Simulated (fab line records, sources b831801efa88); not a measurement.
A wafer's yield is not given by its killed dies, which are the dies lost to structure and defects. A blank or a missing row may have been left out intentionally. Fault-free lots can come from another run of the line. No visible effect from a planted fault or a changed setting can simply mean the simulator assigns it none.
fab line records ; flow sky130
record: lots: 5; wafers: 15; last_day: 49
route steps=708 shown METAL1@441 PAD_OPEN@708
lots that met no fault: from a run of the same line without faults
start_h: hours from the record's first day to the start of the lot's first wafer shown ; wait_h: time in hours since the lot's previous step ; " repeats the value in the row above ; L1.1+2: several wafers, shown together as one row ; - either no value or no given start ; * or withheld: withheld ; < > ~ a bound
route shown NAME@n: names a module that has steps shown in the file, with the first one's number in the route ; usual: mean/standard deviation taken from wafers without a fault ; same: alike in all rows ; chamber/n: place in a boat ; sites: per-site readings ; _std_site: the values' standard deviation ; _edge_site: outer sites' mean less inner sites' ; radius_mm: for every site, how far away it sits from the centre of the wafer ; mask NAME#n: copy n ; behind: the most recent tool/chamber to have shaped the wafer ; hold: what put the lot on hold/how long, in hours/how the hold closed ; device: names the non-switching transistor (n, p or np) ; end of line: tests run on the same wafers once the route is complete ; a step without rows: its recipe alone ; killed: count of dies lost to structure and defects at first sort (not the wafer's yield) ; map: the dies of a wafer, with x for killed, . for not killed, _ for no die there
set.NAME: the setting the step ran with; set.NAME@STEP: the setting that earlier step ran with ; model.NAME: the simulator's own value behind a step, which no gauge read
certain route steps with their lots: each step a table, each wafer a row
services: the hour from which a tool's chamber was out of use, counted from the record's first day as start_h (under 0 if before that day), plus the number of hours and why
== steps ==
step: SKY_METAL1_DEHYDRATE_07
recipe: temp_c: 200; time_s: 60
step: SKY_METAL1_HMDS_08
recipe: prime_time_s: 60; prime_temp_c: 120
step: SKY_METAL1_COAT_09
recipe: resist: BARC; temp_c: withheld; time_s: withheld; spin_rpm: 3000; resist_thk_nm: 60
step: SKY_METAL1_COAT_10
recipe: resist: KrF-thick; spin_rpm: 3000; resist_thk_nm: 450
step: SKY_METAL1_SOFTBAKE_11
recipe: temp_c: 100; time_s: 90; resist: KrF-thick
step: SKY_METAL1_EXPOSE_12
recipe: mask_id: MM1; na: 0.8; source_shape: annular; sigma_inner: 0.55; sigma_outer: 0.85; target_cd_nm: 140; dose_mj: 28
step: SKY_METAL1_PEB_13
recipe: peb_temp_c: withheld; peb_time_s: withheld; resist: KrF-thick
step: SKY_METAL1_DEVELOP_14
recipe: develop_time_s: 60; resist: KrF-thick; dev_temp_c: 21
step: SKY_METAL1_CD_MEAS_15
recipe: target_cd_nm: 140
usual: cd_nm: 139.6/1.4
lot.wafer;tool;chamber;start_h;wait_h;cd_nm
L317.4;cd_sem-02;-;754.12;-;140.9
L317.5;cd_sem-02;-;754.12;-;139.1
L317.6;cd_sem-02;-;754.12;-;141.0
L320.2;cd_sem-02;-;805.13;-;140.0
L320.4;cd_sem-02;-;805.13;-;139.9
L320.5;cd_sem-02;-;805.13;-;139.9
L327.2;cd_sem-01;-;840.95;-;139.1
L327.3;cd_sem-01;-;840.95;-;140.6
L327.5;cd_sem-01;-;840.95;-;141.1
L329.1;cd_sem-02;-;866.03;-;139.0
L329.2;cd_sem-02;-;866.03;-;140.4
L329.3;cd_sem-02;-;866.03;-;139.6
L336.3;cd_sem-02;-;911.62;-;138.6
L336.5;cd_sem-02;-;911.62;-;138.2
L336.6;cd_sem-02;-;911.62;-;140.1
step: SKY_METAL1_OVL_MEAS_16
usual: METAL1_OVL: 0/6.3
lot.wafer;tool;chamber;start_h;wait_h;METAL1_OVL[nm]
L317.4;overlay-01;-;754.20;0.1;8
L317.5;overlay-01;-;754.20;0.1;10
L317.6;overlay-01;-;754.20;0.1;7
L320.2;overlay-02;-;805.23;0.1;-7
L320.4;overlay-02;-;805.23;0.1;4
L320.5;overlay-02;-;805.23;0.1;1
L327.2;overlay-01;-;841.05;0.1;3
L327.3;overlay-01;-;841.05;0.1;-4
L327.5;overlay-01;-;841.05;0.1;3
L329.1;overlay-02;-;866.15;0.1;4
L329.2;overlay-02;-;866.15;0.1;3
L329.3;overlay-02;-;866.15;0.1;2
L336.3;overlay-01;-;911.71;0.1;-9
L336.5;overlay-01;-;911.71;0.1;-6
L336.6;overlay-01;-;911.71;0.1;-3
step: SKY_METAL1_DESCUM_17
recipe: chemistry: O2; source_power_w: 150; bias_power_w: 0; pressure_mtorr: 10; temp_c: 40; time_s: 8
usual: drypump_motor_current_A: 5.8/0.54; oes_product_au: 0.998/0.0074
lot.wafer;tool;chamber;start_h;wait_h;drypump_motor_current_A;oes_product_au;rf_hours_counter_h
L317.4;rie_metal-04;0;754.22;0.0;5.0;1.001;-
L317.5;rie_metal-04;0;754.22;0.0;4.9;1.000;-
L317.6;rie_metal-04;1;754.22;0.0;5.3;0.998;-
L320.2;rie_metal-04;1;805.26;0.0;5.4;0.998;6
L320.4;rie_metal-04;0;805.26;0.0;4.9;0.996;-
L320.5;rie_metal-04;1;805.26;0.0;5.3;1.007;-
L327.2;rie_metal-03;1;841.08;0.0;6.2;0.999;12
L327.3;rie_metal-03;1;841.08;0.0;6.2;0.999;-
L327.5;rie_metal-03;1;841.08;0.0;6.2;1.005;-
L329.1;rie_metal-01;1;866.18;0.0;6.2;0.987;7
L329.2;rie_metal-01;0;866.18;0.0;6.4;0.992;11
L329.3;rie_metal-01;0;866.18;0.0;6.4;1.007;-
L336.3;rie_metal-04;0;911.74;0.0;4.9;0.991;-
L336.5;rie_metal-04;1;911.74;0.0;5.3;0.996;-
L336.6;rie_metal-04;0;911.74;0.0;5.0;1.001;-
step: SKY_METAL1_ETCH_18
recipe: chemistry: N2/H2; target: BARC; ion_energy_ev: 200; bias_w: 100; pressure_mtorr: 30; n2_flow_sccm: 100; h2_flow_sccm: 200; icp_w: 500; stop_on: SiO2; time_s: 45.9; target_depth_a: 600
usual: bias_w: 100.0/0.32; drypump_motor_current_A: 5.8/0.53; oes_product_au: 0.855/0.0045; throttle_valve_pct: 13.225/0.0092
lot.wafer;tool;chamber;start_h;wait_h;bias_w;drypump_motor_current_A;oes_product_au;rf_hours_counter_h;throttle_valve_pct
L317.4;rie_metal-04;0;754.27;0.0;100.3;4.9;0.855;-;13.216
L317.5;rie_metal-04;0;754.27;0.0;100.6;4.9;0.859;-;13.220
L317.6;rie_metal-04;1;754.27;0.0;100.3;5.3;0.854;-;13.225
L320.2;rie_metal-04;1;805.29;0.0;100.1;5.3;0.851;6;13.226
L320.4;rie_metal-04;0;805.29;0.0;99.8;5.0;0.857;-;13.223
L320.5;rie_metal-04;1;805.29;0.0;99.9;5.4;0.853;-;13.209
L327.2;rie_metal-03;1;841.11;0.0;100.3;6.1;0.856;12;13.223
L327.3;rie_metal-03;1;841.11;0.0;100.1;6.2;0.861;-;13.215
L327.5;rie_metal-03;1;841.11;0.0;100.0;6.1;0.856;-;13.226
L329.1;rie_metal-01;1;866.21;0.0;100.2;6.3;0.854;7;13.228
L329.2;rie_metal-01;0;866.21;0.0;100.1;6.4;0.857;11;13.224
L329.3;rie_metal-01;0;866.21;0.0;99.8;6.4;0.856;-;13.219
L336.3;rie_metal-04;0;911.79;0.0;100.0;4.9;0.846;-;13.230
L336.5;rie_metal-04;1;911.79;0.0;99.8;5.4;0.853;-;13.228
L336.6;rie_metal-04;0;911.79;0.0;100.2;4.9;0.853;-;13.229
step: SKY_METAL1_METAL_ETCH_19
recipe: target_depth_a: 3600; stop_on: SiO2; over_etch_frac: 0.3; time_s: 78; chemistry: Cl2/BCl3; resist_sidewall_deg: 88; pressure_mtorr: 10; icp_w: 900; bias_w: 48.5; Cl2_flow_sccm: 60; bcl3_flow_sccm: 30
usual: bias_w: 48.51/0.15; drypump_motor_current_A: 5.8/0.53; mfc_cl2_sccm: 60.01/0.21; oes_product_au: 0.855/0.0055; throttle_valve_pct: 22.264/0.0091
lot.wafer;tool;chamber;start_h;wait_h;bias_w;drypump_motor_current_A;mfc_cl2_sccm;oes_product_au;rf_hours_counter_h;throttle_valve_pct
L317.4;rie_metal-04;0;754.34;0.1;48.51;4.9;60.02;0.855;-;22.253
L317.5;rie_metal-04;0;754.34;0.1;48.52;4.9;59.59;0.863;-;22.254
L317.6;rie_metal-04;1;754.34;0.1;48.22;5.3;59.86;0.851;-;22.274
L320.2;rie_metal-04;1;805.36;0.0;48.45;5.4;60.11;0.853;6;22.254
L320.4;rie_metal-04;0;805.36;0.0;48.33;4.9;60.03;0.860;-;22.264
L320.5;rie_metal-04;1;805.36;0.0;48.71;5.3;60.35;0.857;-;22.278
L327.2;rie_metal-03;1;841.18;0.0;48.43;6.2;60.01;0.858;12;22.241
L327.3;rie_metal-03;1;841.18;0.0;48.54;6.2;59.80;0.852;-;22.256
L327.5;rie_metal-03;1;841.18;0.0;48.42;6.1;60.00;0.840;-;22.263
L329.1;rie_metal-01;1;866.28;0.0;48.28;6.2;59.81;0.862;7;22.264
L329.2;rie_metal-01;0;866.28;0.0;48.47;6.3;59.91;0.859;11;22.269
L329.3;rie_metal-01;0;866.28;0.0;48.46;6.4;60.40;0.861;-;22.270
L336.3;rie_metal-04;0;911.86;0.1;46.72;4.9;59.89;0.851;-;22.265
L336.5;rie_metal-04;1;911.86;0.1;48.20;5.4;60.00;0.849;-;22.265
L336.6;rie_metal-04;0;911.86;0.1;46.53;4.9;60.05;0.859;-;22.263
step: SKY_METAL1_STRIP_20
recipe: chemistry: O2/N2; power_w: 1400; pressure_mtorr: 1500; platen_temp_c: withheld; o2_flow_sccm: 3000; n2_flow_sccm: 300; overash_fraction: 0.5
usual: drypump_motor_current_A: 5.8/0.62; oes_product_au: 0.344/0.0047; strip_time_to_endpoint_s: 2.72/0.033
lot.wafer;tool;chamber;start_h;wait_h;drypump_motor_current_A;oes_product_au;rf_hours_counter_h;strip_time_to_endpoint_s
L317.4;plasma_asher-04;0;754.43;0.1;6.1;0.346;-;2.76
L317.5;plasma_asher-04;0;754.43;0.1;6.1;0.345;-;2.73
L317.6;plasma_asher-04;1;754.43;0.1;5.2;0.349;-;2.74
L320.2;plasma_asher-03;1;805.45;0.1;6.6;0.347;66;2.71
L320.4;plasma_asher-03;1;805.45;0.1;6.6;0.345;-;2.70
L320.5;plasma_asher-03;1;805.45;0.1;6.6;0.342;-;2.69
L327.2;plasma_asher-03;0;841.27;0.1;5.2;0.341;70;2.67
L327.3;plasma_asher-03;0;841.27;0.1;5.2;0.345;-;2.68
L327.5;plasma_asher-03;1;841.27;0.1;6.5;0.344;-;2.67
L329.1;plasma_asher-01;0;866.37;0.1;5.3;0.346;11;2.74
L329.2;plasma_asher-01;1;866.37;0.1;6.6;0.348;11;2.75
L329.3;plasma_asher-01;1;866.37;0.1;6.6;0.350;-;2.74
L336.3;plasma_asher-03;1;911.95;0.1;6.5;0.338;-;2.71
L336.5;plasma_asher-03;1;911.95;0.1;6.5;0.339;-;2.73
L336.6;plasma_asher-03;0;911.95;0.1;5.2;0.339;-;2.70
step: SKY_PAD_OPEN_PROBE_99
usual: defect_limited_yield: 82.7/2.1; killed_at_M0_to_M3: 43/7.2; killed_at_M4_up: 3.3/1.8; killed_at_contacts: 23/5.5; killed_at_front_end: 16/5.1; killed_at_other: 0.4/0.65; killed_dies: 85/10; killed_on_rim: 17/4.3; killed_open: 46/7.1; killed_short: 38/7.2; sort_bin_3_pad_short: 0.9/0.41; sort_bin_5_function: 10.2/1.5; sort_bin_6_memory: 6.2/1.1; sort_n_pass: 407/10; sort_yield_pct: 82.7/2.1
same: gross_dies: 492; killed_at_back_side: 0; sort_bin_4_leakage[%]: 0; sort_bin_8_speed[%]: 0
lot.wafer;tool;chamber;start_h;wait_h;defect_limited_yield[%];killed_at_M0_to_M3;killed_at_M4_up;killed_at_contacts;killed_at_front_end;killed_at_other;killed_dies;killed_on_rim;killed_open;killed_short;sort_bin_3_pad_short[%];sort_bin_5_function[%];sort_bin_6_memory[%];sort_n_pass;sort_yield_pct[%]
L317.4;prober-02;-;1068.73;0.2;82.5;31;6;26;23;0;86;21;53;33;1.0;11.0;5.5;406;82.5
L317.5;prober-02;-;1068.78;0.2;82.3;45;2;25;14;1;87;18;41;46;0.8;10.8;6.1;405;82.3
L317.6;prober-02;-;1068.83;0.2;81.7;43;4;26;16;1;90;22;49;40;0.8;10.8;6.7;402;81.7
L320.2;prober-02;-;1105.87;0.1;81.5;52;6;22;11;0;91;16;47;44;1.0;11.4;6.1;401;81.5
L320.4;prober-02;-;1105.97;0.2;82.5;43;5;25;12;1;86;15;43;43;0.6;11.0;5.9;406;82.5
L320.5;prober-02;-;1106.02;0.2;79.5;59;6;21;15;0;101;19;56;43;1.4;12.4;6.7;391;79.5
L327.2;prober-01;-;1135.64;0.1;87.0;34;2;20;8;0;64;13;41;23;1.0;6.7;5.3;428;87.0
L327.3;prober-01;-;1135.69;0.2;85.4;37;2;29;3;1;72;11;45;27;0.4;9.1;5.1;420;85.4
L327.5;prober-01;-;1135.79;0.2;83.3;39;4;31;7;1;82;14;56;25;0.6;10.6;5.5;410;83.3
L329.1;prober-01;-;1150.37;0.1;82.7;39;3;19;24;0;85;14;48;37;1.2;10.6;5.5;407;82.7
L329.2;prober-01;-;1150.42;0.1;85.0;36;5;21;12;0;74;15;43;30;1.0;9.3;4.7;418;85.0
L329.3;prober-01;-;1150.47;0.2;81.1;46;1;23;23;0;93;20;55;38;1.0;10.4;7.5;399;81.1
L336.3;prober-02;-;1183.15;0.2;82.3;49;3;23;12;0;87;19;47;39;1.2;10.0;6.5;405;82.3
L336.5;prober-02;-;1183.25;0.2;84.3;39;5;20;13;0;77;14;40;37;0.4;10.2;5.1;415;84.3
L336.6;prober-02;-;1183.30;0.2;86.8;39;2;15;9;0;65;11;39;26;0.4;7.1;5.7;427;86.8
killed by level:class
L317.4 LI_CONTACT:geometric_particle:open=11 POLY_GATE:geometric_particle:open=8 VIA2:geometric_particle:open=7 CONTACT:geometric_particle:open=6 VIA3:geometric_particle:open=5 FIELD_ISO:geometric_particle:open=4 FIELD_ISO:geometric_particle:short=4 LOCAL_INTERCONNECT:geometric_particle:short=4
L317.5 CONTACT:geometric_particle:open=10 CONTACT:geometric_particle:short=9 METAL1:geometric_particle:short=8 VIA3:geometric_particle:open=8 VIA1:geometric_particle:open=7 FIELD_ISO:geometric_particle:short=5 VIA1:geometric_particle:short=5 VIA3:geometric_particle:short=5
L317.6 VIA1:geometric_particle:open=12 LI_CONTACT:geometric_particle:open=7 CONTACT:geometric_particle:open=7 VIA3:geometric_particle:open=6 METAL1:geometric_particle:short=5 VIA2:geometric_particle:short=5 FIELD_ISO:geometric_particle:open=4 LI_CONTACT:geometric_particle:short=4
L320.2 VIA3:geometric_particle:open=10 VIA2:geometric_particle:open=9 CONTACT:geometric_particle:open=7 METAL2:geometric_particle:short=7 VIA1:geometric_particle:open=6 LI_CONTACT:geometric_particle:open=5 CONTACT:geometric_particle:short=5 METAL1:geometric_particle:short=5
L320.4 VIA1:geometric_particle:open=14 CONTACT:geometric_particle:open=9 METAL2:geometric_particle:short=7 LI_CONTACT:geometric_particle:open=7 LI_CONTACT:geometric_particle:short=5 VIA3:geometric_particle:open=4 METAL1:geometric_particle:short=4 VIA1:geometric_particle:short=4
L320.5 VIA1:geometric_particle:open=19 VIA1:geometric_particle:short=9 CONTACT:geometric_particle:open=6 LI_CONTACT:geometric_particle:open=6 METAL1:geometric_particle:short=6 VIA3:geometric_particle:open=6 VIA3:geometric_particle:short=5 VIA2:geometric_particle:open=5
L327.2 CONTACT:geometric_particle:open=11 VIA2:geometric_particle:open=9 VIA1:geometric_particle:open=7 LI_CONTACT:geometric_particle:open=6 VIA3:geometric_particle:short=4 CONTACT:geometric_particle:short=3 METAL2:geometric_particle:short=3 VIA3:geometric_particle:open=3
L327.3 CONTACT:geometric_particle:open=14 VIA3:geometric_particle:open=9 VIA1:geometric_particle:open=9 LI_CONTACT:geometric_particle:open=8 METAL2:geometric_particle:short=4 LOCAL_INTERCONNECT:geometric_particle:short=3 CONTACT:geometric_particle:short=3 METAL1:geometric_particle:short=3
L327.5 CONTACT:geometric_particle:open=18 VIA1:geometric_particle:open=11 LI_CONTACT:geometric_particle:open=7 METAL2:geometric_particle:short=6 VIA2:geometric_particle:open=6 VIA3:geometric_particle:open=6 LOCAL_INTERCONNECT:geometric_particle:short=4 POLY_GATE:geometric_particle:open=2
L329.1 FIELD_ISO:geometric_particle:open=10 FIELD_ISO:geometric_particle:short=9 VIA1:geometric_particle:open=6 CONTACT:geometric_particle:open=6 VIA2:geometric_particle:open=6 METAL1:geometric_particle:short=5 VIA3:geometric_particle:open=5 LI_CONTACT:geometric_particle:open=4
L329.2 CONTACT:geometric_particle:open=11 VIA1:geometric_particle:open=11 METAL1:geometric_particle:short=5 METAL3:geometric_particle:short=4 FIELD_ISO:geometric_particle:short=3 FIELD_ISO:geometric_particle:open=3 LOCAL_INTERCONNECT:geometric_particle:open=3 CONTACT:geometric_particle:short=3
L329.3 VIA2:geometric_particle:open=12 LI_CONTACT:geometric_particle:open=9 FIELD_ISO:geometric_particle:short=7 VIA1:geometric_particle:open=7 FIELD_ISO:geometric_particle:open=5 LOCAL_INTERCONNECT:geometric_particle:short=5 CONTACT:geometric_particle:open=5 METAL2:geometric_particle:short=5
L336.3 VIA1:geometric_particle:open=19 METAL1:geometric_particle:short=9 CONTACT:geometric_particle:short=9 VIA3:geometric_particle:open=7 LI_CONTACT:geometric_particle:open=5 CONTACT:geometric_particle:open=5 FIELD_ISO:geometric_particle:short=4 POLY_GATE:geometric_particle:open=4
L336.5 VIA1:geometric_particle:open=11 CONTACT:geometric_particle:open=6 METAL1:geometric_particle:short=6 VIA2:geometric_particle:open=6 POLY_GATE:geometric_particle:short=5 LI_CONTACT:geometric_particle:open=5 CONTACT:geometric_particle:short=5 VIA3:geometric_particle:short=4
L336.6 VIA1:geometric_particle:open=10 VIA2:geometric_particle:open=8 VIA3:geometric_particle:open=8 CONTACT:geometric_particle:open=5 POLY_GATE:geometric_particle:short=4 CONTACT:geometric_particle:short=4 METAL1:geometric_particle:short=4 VIA1:geometric_particle:short=4
== services ==
tool;chamber;start_h;hours;kind
plasma_asher-01;-;733.75;9.0;pm
plasma_asher-01;0;733.75;9.0;vent_cycle
plasma_asher-01;1;733.75;9.0;vent_cycle
plasma_asher-01;0;742.75;-;clean
plasma_asher-01;1;742.75;-;clean
plasma_asher-01;-;772.12;1.7;repair
rie_metal-03;1;778.97;1.2;repair
plasma_asher-01;-;784.90;2.1;repair
plasma_asher-04;-;793.98;1.0;repair
rie_metal-04;-;832.26;0.5;repair
plasma_asher-01;-;837.05;2.1;repair
plasma_asher-04;-;846.12;0.6;repair
rie_metal-03;0;871.79;5.1;repair
== key ==
first_sign: step: SKY_METAL1_METAL_ETCH_19; reading: bias_w; direction: down; sigmas: 12; usual: 48.51; struck: 46.63
effect none on later readings
met_at SKY_METAL1_METAL_ETCH_19
struck_wafers L336.3,L336.6
onset_between 805.36 911.86
fault: kind: process_parameter_drift; tool: rie_metal-04; chamber: 0; onset_h: 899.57; steps: SKY_METAL1_METAL_ETCH_19; channel: bias_w; offset: -1.8012; shape: step; end_h: 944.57; acts_in: these_recipes_only; stated: 48.5
